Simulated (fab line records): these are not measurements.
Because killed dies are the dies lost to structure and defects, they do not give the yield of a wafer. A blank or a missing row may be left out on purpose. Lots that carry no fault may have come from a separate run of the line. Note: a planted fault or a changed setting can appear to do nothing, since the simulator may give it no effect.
The tool behind it: which one?	flow sky130	Sampling: 15 lots, 45 wafers, 4 of 708 route steps

## WHAT THE GAUGES READ, wafer by wafer
Not one reading of a measure or inspect step in the record can be checked against a usual standard deviation.

## TOOL THAT RAN EACH LOT (tool first, then ch and the chambers of the sampled wafers, then the start)
lot	SKY_METAL2_DESCUM_17	SKY_VIA2_CMP_02	SKY_VIA2_CVD_21	SKY_VIA2_CMP_24
L632	rieMetal-02 ch 0,1, day 35 04:35	cmp-01 ch 0,2,3, day 35 05:37	cvdW-01 ch 0,1, day 36 09:51	cmp-02 ch 1,2,3, day 36 10:13
L633	rieMetal-04 ch 0,1, day 36 01:32	cmp-02 ch 0,1,2, day 36 02:37	cvdW-01 ch 0,1, day 37 06:19	cmp-01 ch 2,3, day 37 06:38
L634	rieMetal-02 ch 0,1, day 36 05:23	cmp-01 ch 0,2,3, day 36 06:27	cvdW-02 ch 0,1, day 37 10:01	cmp-02 ch 0,2,3, day 37 10:22
L637	rieMetal-03 ch 0,1, day 36 23:56	cmp-02 ch 0,1,2, day 37 00:54	cvdW-02 ch 0,1, day 38 04:16	cmp-01 ch 0,1,2, day 38 04:34
L636	rieMetal-03 ch 0,1, day 37 04:38	cmp-02 ch 0,1,3, day 37 05:35	cvdW-02 ch 0,1, day 38 08:41	cmp-02 ch 1,2,3, day 38 09:01
L638	rieMetal-03 ch 0, day 37 15:17	cmp-01 ch 0,1, day 37 16:15	cvdW-01 ch 0,1, day 38 18:37	cmp-02 ch 0,1,3, day 38 18:59
L639	rieMetal-04 ch 0,1, day 38 01:05	cmp-01 ch 1,2,3, day 38 02:05	cvdW-01 ch 0,1, day 39 04:45	cmp-02 ch 0,1, day 39 05:18
L640	rieMetal-03 ch 0,1, day 38 03:08	cmp-02 ch 0,1,3, day 38 04:14	cvdW-02 ch 1, day 39 06:30	cmp-01 ch 0,1, day 39 06:50
L641	rieMetal-02 ch 0,1, day 38 17:08	cmp-02 ch 1,2,3, day 38 18:07	cvdW-02 ch 0,1, day 39 20:40	cmp-01 ch 0,2,3, day 39 20:58
L643	rieMetal-04 ch 0,1, day 39 01:44	cmp-02 ch 1,3, day 39 02:44	cvdW-02 ch 0,1, day 40 05:25	cmp-02 ch 0,1, day 40 05:44
L644	rieMetal-02 ch 0,1, day 39 07:38	cmp-01 ch 0,1,2, day 39 08:45	cvdW-01 ch 0,1, day 40 10:50	cmp-02 ch 1,2,3, day 40 11:10
L645	rieMetal-02 ch 1, day 40 04:29	cmp-01 ch 0,2,3, day 40 05:43	cvdW-01 ch 0, day 41 08:00	cmp-02 ch 0,2,3, day 41 08:26
L646	rieMetal-04 ch 0,1, day 40 13:00	cmp-01 ch 1,3, day 40 14:04	cvdW-02 ch 0,1, day 41 15:35	cmp-02 ch 0,3, day 41 15:52
L647	rieMetal-04 ch 0,1, day 41 00:29	cmp-01 ch 0,1,2, day 41 01:27	cvdW-01 ch 0,1, day 42 03:14	cmp-02 ch 0,1,2, day 42 03:32
L648	rieMetal-04 ch 0,1, day 41 05:08	cmp-02 ch 0,2,3, day 41 06:13	cvdW-01 ch 0,1, day 42 07:55	cmp-02 ch 0,1,3, day 42 08:19
- SKY_METAL2_DESCUM_17: chemistry O2, time 8 s.
- SKY_VIA2_CMP_02: polishes SiO2.
- SKY_VIA2_CVD_21: deposits W, target thk 420 nm, time 126.4 s.
- SKY_VIA2_CMP_24: polishes, stops on SiO2, t overpolish 20 s, target thk 0 nm.

## WHAT THE TOOLS THEMSELVES READ (means of the sampled wafers that have a number; where no wafer has one, the mark that the record gives instead)
SKY_METAL2_DESCUM_17. Usual: drypumpMotorCurrentA 5.4 A, standard deviation 0.37; oesProductAu 1.003 a.u., standard deviation 0.012.
lot	tool	drypumpMotorCurrentA (A)	oesProductAu (a.u.)	flag
L632	rieMetal-02	5.5	1.000	
L633	rieMetal-04	5.4	0.988	
L634	rieMetal-02	5.8	1.000	
L637	rieMetal-03	5.4	1.008	
L636	rieMetal-03	5.3	1.004	
L638	rieMetal-03	5.4	1.025	
L639	rieMetal-04	5.1	0.998	
L640	rieMetal-03	5.4	1.014	
L641	rieMetal-02	5.8	1.006	
L643	rieMetal-04	5.5	0.994	
L644	rieMetal-02	5.8	1.005	
L645	rieMetal-02	5.3	1.014	
L646	rieMetal-04	5.5	0.993	
L647	rieMetal-04	5.4	1.006	
L648	rieMetal-04	5.1	0.989	

SKY_VIA2_CMP_02. Usual: edgeZonePressureFrac 0.999, standard deviation 0.0055; motorCurrentA 12.3 A, standard deviation 1.8; platenRpm 60.00 rpm, standard deviation 0.04.
lot	tool	edgeZonePressureFrac	motorCurrentA (A)	platenRpm (rpm)	flag
L632	cmp-01	0.996	12.3	59.97	
L633	cmp-02	0.998	11.8	59.98	
L634	cmp-01	1.002	12.2	60.01	
L637	cmp-02	0.998	12.2	59.98	
L636	cmp-02	1.003	11.8	59.99	
L638	cmp-01	0.999	12.5	60.03	
L639	cmp-01	1.003	12.9	60.04	
L640	cmp-02	1.000	12.1	60.00	
L641	cmp-02	1.000	12.2	59.99	
L643	cmp-02	0.999	12.4	60.00	
L644	cmp-01	0.998	13.9	59.98	
L645	cmp-01	0.995	12.2	60.01	
L646	cmp-01	0.997	12.2	59.98	
L647	cmp-01	0.997	13.6	59.97	
L648	cmp-02	1.001	11.3	60.01	

SKY_VIA2_CVD_21. Usual: heaterPowerW reads 770 W (standard deviation 44).
lot	tool	heaterPowerW (W)	flag
L632	cvdW-01	745	
L633	cvdW-01	780	
L634	cvdW-02	814	
L637	cvdW-02	790	
L636	cvdW-02	777	
L638	cvdW-01	780	
L639	cvdW-01	782	
L640	cvdW-02	797	
L641	cvdW-02	783	
L643	cvdW-02	764	
L644	cvdW-01	779	
L645	cvdW-01	729	
L646	cvdW-02	781	
L647	cvdW-01	742	
L648	cvdW-01	777	

SKY_VIA2_CMP_24. Usual: edgeZonePressureFrac 1.000, standard deviation 0.0052; motorCurrentA 11.1 A, standard deviation 1.6; overpolishRunS 20.000 s, standard deviation 0.0089; platenRpm 60.00 rpm, standard deviation 0.043; timeToEndpointS 102 s, standard deviation 4.9.
lot	tool	edgeZonePressureFrac	motorCurrentA (A)	overpolishRunS (s)	platenRpm (rpm)	timeToEndpointS (s)	flag
L632	cmp-02	0.998	11.0	20.003	59.97	107	
L633	cmp-01	1.004	10.7	19.997	59.98	101	
L634	cmp-02	1.002	10.3	19.996	60.02	105	
L637	cmp-01	1.004	12.5	19.996	60.01	102	
L636	cmp-02	0.999	11.0	20.007	60.01	104	
L638	cmp-02	1.000	10.9	20.001	59.98	101	
L639	cmp-02	0.994	11.8	19.996	59.99	101	
L640	cmp-01	1.000	11.5	20.001	59.96	100	
L641	cmp-01	1.001	11.3	20.000	59.98	94	
L643	cmp-02	0.999	11.5	19.990	59.99	102	
L644	cmp-02	1.003	11.1	19.999	59.99	104	
L645	cmp-02	1.000	10.7	20.000	59.96	100	
L646	cmp-02	1.002	10.2	13.344	59.97	121	OFF
L647	cmp-02	1.002	11.0	6.694	60.02	140	OFF
L648	cmp-02	1.003	10.9	6.693	60.01	140	OFF

## THE ANSWER, worked out from the rows above alone
Rule: lot off if the mean of its wafers having a number is beyond 3 standard deviations from the usual mean. A lot without any number at a reading at which 4 lots or more have one is off too. Any other lot the step has rows for is counted as sound. The gauges are gone through in route order, then the tools' own readings, and for those a lot's mean is taken as printed above. The first step at which some lot is off is used, and at that step the reading that is off furthest; a lot without a number counts as furthest.
Off at SKY_VIA2_CMP_24 (overpolishRunS): L646, L647, L648.
If a tool, at that step or one of the process steps before it, ran each lot that is off and ran no sound lot following the first of them, it fits. Undecided on this evidence; 2 tools fit (rieMetal-04 at SKY_METAL2_DESCUM_17, cmp-02 at SKY_VIA2_CMP_24).

## WHAT THE SIMULATOR HAD PUT IN
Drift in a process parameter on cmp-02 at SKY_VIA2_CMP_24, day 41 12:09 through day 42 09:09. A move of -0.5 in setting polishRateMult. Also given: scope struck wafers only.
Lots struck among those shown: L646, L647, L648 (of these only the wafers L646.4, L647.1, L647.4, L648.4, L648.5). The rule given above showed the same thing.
